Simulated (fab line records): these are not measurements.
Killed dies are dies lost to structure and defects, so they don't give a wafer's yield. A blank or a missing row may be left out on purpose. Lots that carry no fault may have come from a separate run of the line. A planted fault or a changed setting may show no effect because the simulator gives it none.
Chamber matching -- flow sky130 -- SKY_CONTACT_CMP_27 on cmp-02: 4 sister chambers
The step polishes, stops on SiO2, t overpolish 15 s, target thk 0 nm. 8 wafers are shown with their chamber, then 9 later ones without.

## EACH WAFER AND ITS CHAMBER
wafer,chamber,motor current A (A),time to endpoint s (s)
L080.4,1,11.3,81
L081.5,2,10.7,81
L081.6,3,11.0,84
L084.1,3,11.2,81
L084.6,0,9.4,83
L085.1,2,10.2,83
L085.3,1,11.5,77
L085.6,0,9.2,84

## WAFERS WITH NO CHAMBER GIVEN
wafer,motor current A (A),time to endpoint s (s)
L088.1,11.1,79
L088.3,11.1,76
L088.4,10.3,84
L090.3,11.8,82
L090.5,9.0,83
L090.6,11.0,83
L094.1,11.1,86
L094.2,11.3,77
L094.6,10.9,81

## CHAMBER TAKEN BY EACH
wafer,from the rows above,in truth
L088.1,can't be placed: 1 or 3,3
L088.3,can't be placed: 1 or 3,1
L088.4,2,2
L090.3,can't be placed: 1 or 3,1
L090.5,0,0
L090.6,3,3
L094.1,can't be placed: 3 or 2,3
L094.2,can't be placed: 1 or 3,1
L094.6,can't be placed: 3 or 2 or 1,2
Correctly placed: 3 of 9. From these rows, 6 cannot be placed; in 6 the true chamber is one of the candidates. Number placed wrongly: 0.
How it was worked out, from the rows above alone: a wafer's distance from a chamber is the root of the sum, over the readings, of the square of ((its reading less the chamber's mean) divided by the reading's scatter). The wafer belongs to the nearest chamber; if the next one is less than 2 further off, it can't be placed. For every chamber, the mean is computed from those of its wafers that are shown. The scatter: the root of (the sum of the squares of (reading less its chamber's mean) over the shown wafers, divided by (wafers less chambers)).
